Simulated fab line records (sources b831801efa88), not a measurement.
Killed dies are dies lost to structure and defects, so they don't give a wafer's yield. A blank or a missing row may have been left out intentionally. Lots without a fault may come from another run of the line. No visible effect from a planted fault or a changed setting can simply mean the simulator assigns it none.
Which tool is to blame?    flow sfq_line    14 lots, 42 wafers sampled, at 2 steps of a route of 325

WHAT EACH GAUGE READ, for each wafer
SFQ_I0_BOW_MEAS_907. Usual: for I0_BOW the level is 2 um and the standard deviation is 8.2.
lot   measured      on             I0_BOW (um)  flag
L727  day 7 13:25   film_metro-02  4 10 -5      
L728  day 7 20:55   film_metro-01  -8 -1 4      
L730  day 8 09:38   film_metro-03  -2 -2 1      
L731  day 8 14:57   film_metro-03  0 6 2        
L732  day 8 18:14   film_metro-01  -15 -5 2     
L733  day 9 00:15   film_metro-03  -2 -1 -4     
L734  day 9 10:03   film_metro-02  -8 -7 5      
L735  day 9 15:51   film_metro-02  17 3 14      
L740  day 11 13:17  film_metro-03  19 9 -9      
L741  day 11 22:17  film_metro-01  23 17 11     
L742  day 12 01:20  film_metro-01  3 11 6       
L744  day 12 11:02  film_metro-01  1 -9 4       
L745  day 12 19:20  film_metro-03  -14 16 2     
L750  day 13 19:44  film_metro-03  12 5 -3      

WHICH TOOL RAN EACH LOT (tool, then ch and the chambers of the sampled wafers, then the start)
lot   SFQ_TRILAYER_L0_BARC_OPEN_METAL_ETCH_010
L727  rie_metal-02 ch 0,1, day 3 13:10
L728  rie_metal-03 ch 0,1, day 3 19:10
L730  rie_metal-04 ch 0,1, day 4 07:55
L731  rie_metal-04 ch 1, day 4 10:22
L732  rie_metal-02 ch 0,1, day 4 11:47
L733  rie_metal-03 ch 0,1, day 4 16:08
L734  rie_metal-02 ch 0,1, day 5 00:31
L735  rie_metal-02 ch 1, day 5 05:19
L740  rie_metal-03 ch 0,1, day 6 06:37
L741  rie_metal-03 ch 0,1, day 6 13:49
L742  rie_metal-04 ch 0,1, day 6 19:50
L744  rie_metal-02 ch 0,1, day 7 05:25
L745  rie_metal-03 ch 0,1, day 7 10:14
L750  rie_metal-03 ch 1, day 8 15:01
- SFQ_TRILAYER_L0_BARC_OPEN_METAL_ETCH_010: etches BARC in O2, target depth 125 nm, time 41.7 s.

AS READ BY THE TOOLS THEMSELVES (means over the sampled wafers that have a number; for cases with no such wafer, the mark the record gives instead)
SFQ_TRILAYER_L0_BARC_OPEN_METAL_ETCH_010. Usual: bias_w 80.01 W, standard deviation 0.22; drypump_motor_current_A 5.4 A, standard deviation 0.38; he_backside_leak_sccm 3.50 sccm, standard deviation 0.22; oes_product_au 0.685 a.u., standard deviation 0.0042; rf_fwd_power_W 594.1 W, standard deviation 2.2.
lot   tool          bias_w (W)  drypump_motor_current_A (A)  he_backside_leak_sccm (sccm)  oes_product_au (a.u.)  rf_fwd_power_W (W)  flag
L727  rie_metal-02  79.95       4.9                          3.40                          0.682                  594.0               
L728  rie_metal-03  80.33       5.4                          3.60                          0.692                  594.1               
L730  rie_metal-04  79.97       5.8                          3.46                          0.682                  592.9               
L731  rie_metal-04  80.09       5.6                          3.44                          0.683                  594.8               
L732  rie_metal-02  79.78       4.9                          3.43                          0.689                  595.8               
L733  rie_metal-03  79.85       5.4                          3.59                          0.686                  593.7               
L734  rie_metal-02  80.02       4.9                          3.51                          0.683                  594.2               
L735  rie_metal-02  80.05       5.4                          3.70                          0.683                  595.8               
L740  rie_metal-03  79.74       5.4                          3.55                          0.686                  592.8               
L741  rie_metal-03  80.07       5.4                          3.71                          0.683                  593.9               
L742  rie_metal-04  79.91       5.8                          3.33                          0.685                  593.3               
L744  rie_metal-02  79.80       4.9                          3.40                          0.682                  596.6               
L745  rie_metal-03  80.04       5.4                          3.54                          0.686                  593.2               
L750  rie_metal-03  79.82       5.3                          3.31                          0.683                  593.3               

THE ANSWER, worked out from the rows above alone
Rule: a lot counts as off when the mean over its wafers that have a number is more than 3 standard deviations away from the usual mean. Also off: a lot with no number at a reading for which 4 or more lots have one. All remaining lots with rows at the step are treated as sound. After the gauges, taken in route order, come the tools' own readings; for these a lot's mean is taken, as printed above. At the first step where some lot is off, the reading lying furthest off is the one used; lots without a number count as furthest.
No lot is off at any reading shown: from this, nothing can be told.

WHAT THE SIMULATOR PUT IN
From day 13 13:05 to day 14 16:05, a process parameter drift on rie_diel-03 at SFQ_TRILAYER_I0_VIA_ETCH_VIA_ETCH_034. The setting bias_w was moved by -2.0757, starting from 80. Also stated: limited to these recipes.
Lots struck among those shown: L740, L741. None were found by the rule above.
